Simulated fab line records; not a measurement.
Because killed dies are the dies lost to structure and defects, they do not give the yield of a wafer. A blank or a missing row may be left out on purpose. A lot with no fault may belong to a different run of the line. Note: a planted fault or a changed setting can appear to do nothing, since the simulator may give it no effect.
Which tool is to blame? / flow gf180mcu / 72 wafers from 24 lots sampled at 4 of the route's 602 steps

== WHAT EACH GAUGE READ, for each wafer ==
GF_MIM_RS_MEAS_10: a four-point-probe measurement.
lot=L074; measured=day 25 02:48; on=filmMetro-02; MIM_ALCU_RS (ohm/sq)=0.1581 0.1580 0.1579
lot=L075; measured=day 25 03:25; on=filmMetro-03; MIM_ALCU_RS (ohm/sq)=0.1584 0.1604 0.1586
lot=L076; measured=day 25 14:53; on=filmMetro-02; MIM_ALCU_RS (ohm/sq)=0.1603 0.1572 0.1593
lot=L077; measured=day 25 20:21; on=filmMetro-02; MIM_ALCU_RS (ohm/sq)=0.1592 0.1613 0.1609
lot=L078; measured=day 26 00:34; on=filmMetro-04; MIM_ALCU_RS (ohm/sq)=0.1601 0.1599 0.1590
lot=L079; measured=day 26 03:20; on=filmMetro-03; MIM_ALCU_RS (ohm/sq)=0.1637 0.1605 0.1620
lot=L080; measured=day 26 16:18; on=filmMetro-03; MIM_ALCU_RS (ohm/sq)=0.1621 0.1597 0.1618
lot=L081; measured=day 26 21:40; on=filmMetro-04; MIM_ALCU_RS (ohm/sq)=0.1636 0.1632 0.1642
lot=L082; measured=day 27 08:17; on=filmMetro-04; MIM_ALCU_RS (ohm/sq)=0.1616 0.1625 0.1612
lot=L083; measured=day 28 00:54; on=filmMetro-04; MIM_ALCU_RS (ohm/sq)=0.1599 0.1589 0.1592
lot=L084; measured=day 28 03:59; on=filmMetro-04; MIM_ALCU_RS (ohm/sq)=0.1557 0.1577 0.1574
lot=L085; measured=day 28 07:03; on=filmMetro-04; MIM_ALCU_RS (ohm/sq)=0.1599 0.1593 0.1594
lot=L086; measured=day 28 14:55; on=filmMetro-02; MIM_ALCU_RS (ohm/sq)=0.1640 0.1625 0.1629
lot=L087; measured=day 29 00:44; on=filmMetro-04; MIM_ALCU_RS (ohm/sq)=0.1623 0.1613 0.1627
lot=L088; measured=day 29 06:29; on=filmMetro-02; MIM_ALCU_RS (ohm/sq)=0.1623 0.1621 0.1613
lot=L089; measured=day 29 08:31; on=filmMetro-04; MIM_ALCU_RS (ohm/sq)=0.1626 0.1574 0.1603
lot=L090; measured=day 29 14:22; on=filmMetro-04; MIM_ALCU_RS (ohm/sq)=0.1622 0.1589 0.1616
lot=L091; measured=day 29 23:34; on=filmMetro-03; MIM_ALCU_RS (ohm/sq)=0.1602 0.1609 0.1613
lot=L092; measured=day 30 03:07; on=filmMetro-03; MIM_ALCU_RS (ohm/sq)=0.1616 0.1617 0.1626
lot=L093; measured=day 30 15:50; on=filmMetro-04; MIM_ALCU_RS (ohm/sq)=0.1630 0.1633 0.1637
lot=L094; measured=day 30 18:38; on=filmMetro-03; MIM_ALCU_RS (ohm/sq)=0.1623 0.1644 0.1619
lot=L095; measured=day 31 02:00; on=filmMetro-03; MIM_ALCU_RS (ohm/sq)=0.1599 0.1598 0.1591
lot=L096; measured=day 31 07:38; on=filmMetro-04; MIM_ALCU_RS (ohm/sq)=0.1612 0.1590 0.1601
lot=L097; measured=day 31 11:04; on=filmMetro-03; MIM_ALCU_RS (ohm/sq)=0.1618 0.1622 0.1614

GF_V5_THK_MEAS_03.
lot=L074; measured=day 26 21:37; on=filmMetro-03; V5_CVD_02_THK (nm)=1441 1469 1453
lot=L075; measured=day 26 22:41; on=filmMetro-03; V5_CVD_02_THK (nm)=1469 1450 1467
lot=L076; measured=day 27 09:33; on=filmMetro-03; V5_CVD_02_THK (nm)=1456 1455 1462
lot=L077; measured=day 27 14:17; on=filmMetro-03; V5_CVD_02_THK (nm)=1451 1432 1484
lot=L078; measured=day 27 18:26; on=filmMetro-03; V5_CVD_02_THK (nm)=1423 1425 1465
lot=L079; measured=day 27 21:33; on=filmMetro-01; V5_CVD_02_THK (nm)=1430 1468 1447
lot=L080; measured=day 28 09:52; on=filmMetro-03; V5_CVD_02_THK (nm)=1472 1454 1452
lot=L081; measured=day 28 15:35; on=filmMetro-03; V5_CVD_02_THK (nm)=1454 1461 1476
lot=L082; measured=day 29 02:23; on=filmMetro-02; V5_CVD_02_THK (nm)=1432 1459 1468
lot=L083; measured=day 29 17:14; on=filmMetro-02; V5_CVD_02_THK (nm)=1433 1435 1452
lot=L084; measured=day 29 20:49; on=filmMetro-03; V5_CVD_02_THK (nm)=1426 1433 1457
lot=L085; measured=day 30 00:02; on=filmMetro-02; V5_CVD_02_THK (nm)=1431 1464 1466
lot=L086; measured=day 30 06:50; on=filmMetro-03; V5_CVD_02_THK (nm)=1466 1454 1470
lot=L087; measured=day 30 16:40; on=filmMetro-03; V5_CVD_02_THK (nm)=1411 1449 1460
lot=L088; measured=day 30 20:56; on=filmMetro-02; V5_CVD_02_THK (nm)=1443 1467 1477
lot=L089; measured=day 30 22:54; on=filmMetro-01; V5_CVD_02_THK (nm)=1449 1467 1487
lot=L090; measured=day 31 05:10; on=filmMetro-02; V5_CVD_02_THK (nm)=1456 1464 1478
lot=L091; measured=day 31 13:38; on=filmMetro-03; V5_CVD_02_THK (nm)=1449 1425 1444
lot=L092; measured=day 31 16:47; on=filmMetro-01; V5_CVD_02_THK (nm)=1455 1455 1477
lot=L093; measured=day 32 03:55; on=filmMetro-01; V5_CVD_02_THK (nm)=1446 1464 1482
lot=L094; measured=day 32 07:13; on=filmMetro-03; V5_CVD_02_THK (nm)=1464 1457 1472
lot=L095; measured=day 32 14:10; on=filmMetro-01; V5_CVD_02_THK (nm)=1449 1457 1484
lot=L096; measured=day 32 19:03; on=filmMetro-03; V5_CVD_02_THK (nm)=1425 1436 1469
lot=L097; measured=day 32 22:38; on=filmMetro-01; V5_CVD_02_THK (nm)=1454 1445 1465

== EACH LOT AND THE TOOL THAT RAN IT (in order: tool; ch and the chambers of the sampled wafers; start) ==
lot=L074; GF_MIM_SPUTTER_03=pvdSputter-03, day 25 02:31; GF_MIM_CVD_05=pecvd-02 ch 1,2, day 25 02:34
lot=L075; GF_MIM_SPUTTER_03=pvdSputter-03, day 25 03:10; GF_MIM_CVD_05=pecvd-01 ch 0,1,2, day 25 03:13
lot=L076; GF_MIM_SPUTTER_03=pvdSputter-01, day 25 14:36; GF_MIM_CVD_05=pecvd-03 ch 0,1,2, day 25 14:40
lot=L077; GF_MIM_SPUTTER_03=pvdSputter-03, day 25 20:05; GF_MIM_CVD_05=pecvd-01 ch 0,2, day 25 20:08
lot=L078; GF_MIM_SPUTTER_03=pvdSputter-01, day 26 00:19; GF_MIM_CVD_05=pecvd-01 ch 0,1,2, day 26 00:22
lot=L079; GF_MIM_SPUTTER_03=pvdSputter-03, day 26 03:03; GF_MIM_CVD_05=pecvd-02 ch 0,1,2, day 26 03:07
lot=L080; GF_MIM_SPUTTER_03=pvdSputter-01, day 26 16:03; GF_MIM_CVD_05=pecvd-01 ch 0,1, day 26 16:07
lot=L081; GF_MIM_SPUTTER_03=pvdSputter-03, day 26 21:23; GF_MIM_CVD_05=pecvd-02 ch 0,1,2, day 26 21:27
lot=L082; GF_MIM_SPUTTER_03=pvdSputter-03, day 27 07:58; GF_MIM_CVD_05=pecvd-02 ch 0,1, day 27 08:01
lot=L083; GF_MIM_SPUTTER_03=pvdSputter-01, day 28 00:39; GF_MIM_CVD_05=pecvd-02 ch 0,1,2, day 28 00:43
lot=L084; GF_MIM_SPUTTER_03=pvdSputter-01, day 28 03:43; GF_MIM_CVD_05=pecvd-03 ch 0,2, day 28 03:47
lot=L085; GF_MIM_SPUTTER_03=pvdSputter-03, day 28 06:48; GF_MIM_CVD_05=pecvd-03 ch 0,1,2, day 28 06:52
lot=L086; GF_MIM_SPUTTER_03=pvdSputter-02, day 28 14:40; GF_MIM_CVD_05=pecvd-01 ch 0,1, day 28 14:44
lot=L087; GF_MIM_SPUTTER_03=pvdSputter-03, day 29 00:29; GF_MIM_CVD_05=pecvd-02 ch 0,1, day 29 00:32
lot=L088; GF_MIM_SPUTTER_03=pvdSputter-02, day 29 06:11; GF_MIM_CVD_05=pecvd-01 ch 0,2, day 29 06:15
lot=L089; GF_MIM_SPUTTER_03=pvdSputter-03, day 29 08:14; GF_MIM_CVD_05=pecvd-01 ch 0,1, day 29 08:17
lot=L090; GF_MIM_SPUTTER_03=pvdSputter-01, day 29 14:07; GF_MIM_CVD_05=pecvd-02 ch 0,1,2, day 29 14:10
lot=L091; GF_MIM_SPUTTER_03=pvdSputter-01, day 29 23:19; GF_MIM_CVD_05=pecvd-01 ch 0,1,2, day 29 23:22
lot=L092; GF_MIM_SPUTTER_03=pvdSputter-02, day 30 02:52; GF_MIM_CVD_05=pecvd-02 ch 0,1, day 30 02:55
lot=L093; GF_MIM_SPUTTER_03=pvdSputter-02, day 30 15:34; GF_MIM_CVD_05=pecvd-02 ch 0,2, day 30 15:38
lot=L094; GF_MIM_SPUTTER_03=pvdSputter-02, day 30 18:23; GF_MIM_CVD_05=pecvd-01 ch 0,1,2, day 30 18:26
lot=L095; GF_MIM_SPUTTER_03=pvdSputter-02, day 31 01:44; GF_MIM_CVD_05=pecvd-03 ch 0,1,2, day 31 01:48
lot=L096; GF_MIM_SPUTTER_03=pvdSputter-03, day 31 07:21; GF_MIM_CVD_05=pecvd-02 ch 1,2, day 31 07:25
lot=L097; GF_MIM_SPUTTER_03=pvdSputter-02, day 31 10:49; GF_MIM_CVD_05=pecvd-01 ch 0,1,2, day 31 10:52
- GF_MIM_SPUTTER_03: material Ti, target thk 10 nm, time 6.7 s.
- GF_MIM_CVD_05: deposits Si3N4, target thk 42 nm, time 29.086 s.

== WHAT THE TOOLS THEMSELVES READ (means of the sampled wafers that have a number; where no wafer has one, the mark that the record gives instead) ==
GF_MIM_SPUTTER_03.
lot=L074; tool=pvdSputter-03; throttleValvePct (%)=31.0
lot=L075; tool=pvdSputter-03; throttleValvePct (%)=31.1
lot=L076; tool=pvdSputter-01; throttleValvePct (%)=29.4
lot=L077; tool=pvdSputter-03; throttleValvePct (%)=30.5
lot=L078; tool=pvdSputter-01; throttleValvePct (%)=29.4
lot=L079; tool=pvdSputter-03; throttleValvePct (%)=30.9
lot=L080; tool=pvdSputter-01; throttleValvePct (%)=29.7
lot=L081; tool=pvdSputter-03; throttleValvePct (%)=31.4
lot=L082; tool=pvdSputter-03; throttleValvePct (%)=30.8
lot=L083; tool=pvdSputter-01; throttleValvePct (%)=29.5
lot=L084; tool=pvdSputter-01; throttleValvePct (%)=29.7
lot=L085; tool=pvdSputter-03; throttleValvePct (%)=30.8
lot=L086; tool=pvdSputter-02; throttleValvePct (%)=30.8
lot=L087; tool=pvdSputter-03; throttleValvePct (%)=30.4
lot=L088; tool=pvdSputter-02; throttleValvePct (%)=29.9
lot=L089; tool=pvdSputter-03; throttleValvePct (%)=30.6
lot=L090; tool=pvdSputter-01; throttleValvePct (%)=29.5
lot=L091; tool=pvdSputter-01; throttleValvePct (%)=29.7
lot=L092; tool=pvdSputter-02; throttleValvePct (%)=30.5
lot=L093; tool=pvdSputter-02; throttleValvePct (%)=29.7
lot=L094; tool=pvdSputter-02; throttleValvePct (%)=30.5
lot=L095; tool=pvdSputter-02; throttleValvePct (%)=30.1
lot=L096; tool=pvdSputter-03; throttleValvePct (%)=30.7
lot=L097; tool=pvdSputter-02; throttleValvePct (%)=30.4

GF_MIM_CVD_05.
lot=L074; tool=pecvd-02; heaterPowerW (W)=702
lot=L075; tool=pecvd-01; heaterPowerW (W)=736
lot=L076; tool=pecvd-03; heaterPowerW (W)=671
lot=L077; tool=pecvd-01; heaterPowerW (W)=744
lot=L078; tool=pecvd-01; heaterPowerW (W)=759
lot=L079; tool=pecvd-02; heaterPowerW (W)=560
lot=L080; tool=pecvd-01; heaterPowerW (W)=741
lot=L081; tool=pecvd-02; heaterPowerW (W)=605
lot=L082; tool=pecvd-02; heaterPowerW (W)=554
lot=L083; tool=pecvd-02; heaterPowerW (W)=598
lot=L084; tool=pecvd-03; heaterPowerW (W)=768
lot=L085; tool=pecvd-03; heaterPowerW (W)=687
lot=L086; tool=pecvd-01; heaterPowerW (W)=795
lot=L087; tool=pecvd-02; heaterPowerW (W)=567
lot=L088; tool=pecvd-01; heaterPowerW (W)=654
lot=L089; tool=pecvd-01; heaterPowerW (W)=720
lot=L090; tool=pecvd-02; heaterPowerW (W)=643
lot=L091; tool=pecvd-01; heaterPowerW (W)=748
lot=L092; tool=pecvd-02; heaterPowerW (W)=567
lot=L093; tool=pecvd-02; heaterPowerW (W)=626
lot=L094; tool=pecvd-01; heaterPowerW (W)=765
lot=L095; tool=pecvd-03; heaterPowerW (W)=661
lot=L096; tool=pecvd-02; heaterPowerW (W)=688
lot=L097; tool=pecvd-01; heaterPowerW (W)=769

== THE ANSWER, worked out from the rows above alone ==
Rule: the lots themselves supply what counts as usual. The widest of any qualifying gaps counts: lots, ordered by their means at a reading, are off when they make up no more than a third of the lots, leave a main group of 4 or more, and stand apart from it by 3 or more times the standard deviation of that group's means. A main group whose means are all the same, to the digits that the tables above print for the reading, isn't used. A lot without any number at a reading at which 4 lots or more have one is off too. Any other lot the step has rows for is counted as sound. After the gauges, taken in route order, come the tools' own readings; for these a lot's mean is taken, as printed above. At the first step where some lot is off, the reading lying furthest off is the one used; lots without a number count as furthest.
Nothing can be told from this: no lot is off at any reading shown.

== WHAT THE SIMULATOR HAD PUT IN ==
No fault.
